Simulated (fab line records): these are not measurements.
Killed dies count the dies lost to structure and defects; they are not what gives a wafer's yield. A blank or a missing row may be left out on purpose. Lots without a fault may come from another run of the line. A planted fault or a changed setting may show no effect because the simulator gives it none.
Split-lot trial + flow sfq line + 23 wafers read from 5 lots, route of 325 steps

THE SPLIT ITSELF
At SFQ_TRILAYER_I4_CMP_CMP_100 (polishes SiO2), the setting leave above ref nm was moved away from the recipe's 200 nm on 5 of the 23 wafers read, by -2.5% to +6.7%. All remaining wafers had this setting at the recipe value.

FROM THE SPLIT TO THE READING: what the file shows between them, 3 steps
- SFQ_TRILAYER_I4_METRO_MEASURE_101
- SFQ_TRILAYER_I4_VIA_LITHO_COAT_103: resist thk 650 nm (also split here: spin rpm)
- SFQ_TRILAYER_I4_VIA_BARC_OPEN_VIA_ETCH_146: etches BARC in O2, target depth 125 nm, time 41.7 s (also split here: source w)

THE READING
oes product au, in a.u., at SFQ_TRILAYER_I4_VIA_ETCH_VIA_ETCH_106 (etches SiO2 in CHF3, stops on Nb, target depth 260 nm). On this fab line, fault-free wafers typically give 0.856 a.u. with a standard deviation of 0.0046 a.u.

| wafer  | tool, chamber at the split | leave above ref nm as run, nm | against the recipe | oes product au, a.u. | against lot-mates on the recipe |
|--------|----------------------------|-------------------------------|--------------------|----------------------|---------------------------------|
| L075.1 | cmp-01, 2                  | 200                           | recipe             | 0.854                | -                               |
| L075.5 | cmp-01, 0                  | 200                           | recipe             | 0.861                | -                               |
| L075.6 | cmp-01, 3                  | 200                           | recipe             | 0.848                | -                               |
| L080.1 | cmp-02, 3                  | 200                           | recipe             | 0.851                | -                               |
| L080.2 | cmp-02, 0                  | 200                           | recipe             | 0.858                | -                               |
| L080.3 | cmp-02, 1                  | 213.3                         | +6.7%              | 0.887                | +0.033                          |
| L080.4 | cmp-02, 2                  | 213.3                         | +6.7%              | 0.881                | +0.027                          |
| L080.5 | cmp-02, 2                  | 200                           | recipe             | 0.852                | -                               |
| L081.2 | cmp-01, 0                  | 200                           | recipe             | 0.859                | -                               |
| L081.3 | cmp-01, 3                  | 200                           | recipe             | 0.850                | -                               |
| L081.4 | cmp-01, 1                  | 200                           | recipe             | 0.854                | -                               |
| L081.5 | cmp-01, 1                  | 200                           | recipe             | 0.857                | -                               |
| L081.6 | cmp-01, 0                  | 200                           | recipe             | 0.855                | -                               |
| L083.2 | cmp-01, 3                  | 200                           | recipe             | 0.846                | -                               |
| L083.3 | cmp-01, 0                  | 200                           | recipe             | 0.862                | -                               |
| L083.4 | cmp-01, 2                  | 200                           | recipe             | 0.860                | -                               |
| L083.5 | cmp-01, 0                  | 200                           | recipe             | 0.857                | -                               |
| L083.6 | cmp-01, 1                  | 200                           | recipe             | 0.857                | -                               |
| L085.1 | cmp-01, 1                  | 195                           | -2.5%              | 0.844                | -0.016                          |
| L085.2 | cmp-01, 3                  | 200                           | recipe             | 0.866                | -                               |
| L085.4 | cmp-01, 2                  | 200                           | recipe             | 0.854                | -                               |
| L085.5 | cmp-01, 1                  | 195                           | -2.5%              | 0.838                | -0.022                          |
| L085.6 | cmp-01, 2                  | 195                           | -2.5%              | 0.847                | -0.013                          |

THE FIT
A straight line over all 23 wafers: oes product au changes by +0.00442 a.u. for each +1% of leave above ref nm; r = +0.90; the points scatter about the line by 0.0049 a.u.
The same after taking each lot's own level away (the mean of its wafers on the recipe; 23 wafers): +0.005 a.u. for each +1%; r = +0.92; scatter 0.0049 a.u.
The reading moves by 0.033 a.u. for the largest change in leave above ref nm, on that fit.
Measured against the standard deviation above, the lots' own levels, which go from 0.8537 to 0.8600 a.u., span 1.4 times it.
Hence the slope depends on the lot-to-lot level, as the two fits are not the same.
Check: for one of the wafers moved furthest among these (+6.7%), held out of the fit, the line's prediction against its lot-mates is +0.0317 a.u. Against them it came out at +0.0333 a.u.

OTHER SPLITS APPLIED TO THESE WAFERS
Before the reading, these wafers also passed through other splits. Each is held against what the fit with the lots' levels taken away leaves over:
| other split on the same wafers                      | wafers away from the commonest value | r with oes product au (lot level and that fit taken away) |
|-----------------------------------------------------|--------------------------------------|-----------------------------------------------------------|
| SFQ_TRILAYER_I4_VIA_LITHO_COAT_103 spin rpm         | 9                                    | -0.23                                                     |
| SFQ_TRILAYER_I4_VIA_BARC_OPEN_VIA_ETCH_146 source w | 7                                    | +0.20                                                     |

THE WHOLE CHAIN: every reading that the file lists as answering this split, in the file's order
| step                                  | what it does                                          | reading                                                                                   | change (the file's fit)                   | r (the file's) |
|---------------------------------------|-------------------------------------------------------|-------------------------------------------------------------------------------------------|-------------------------------------------|----------------|
| SFQ_TRILAYER_I4_CMP_CMP_100           | polishes SiO2                                         | SiO2_of_TRILAYER_I4_DEP_PECVD_099.thk nm (the simulator's own value, which no gauge read) | +1.99 nm for each +1% of the setting      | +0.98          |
| SFQ_TRILAYER_I4_METRO_MEASURE_101     |                                                       | thk nm                                                                                    | +1.97 nm for each +1% of the setting      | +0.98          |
| SFQ_TRILAYER_I4_VIA_ETCH_VIA_ETCH_106 | etches SiO2 in CHF3, stops on Nb, target depth 260 nm | oes product au                                                                            | +0.00484 a.u. for each +1% of the setting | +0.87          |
| SFQ_TRILAYER_I4_VIA_ETCH_VIA_ETCH_106 | etches SiO2 in CHF3, stops on Nb, target depth 260 nm | I4.feature depth nm (the simulator's own value, which no gauge read)                      | +1.99 nm for each +1% of the setting      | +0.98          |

FILE'S OWN FIT
oes product au changes by +0.00484 a.u. for each +1% of leave above ref nm, r = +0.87.
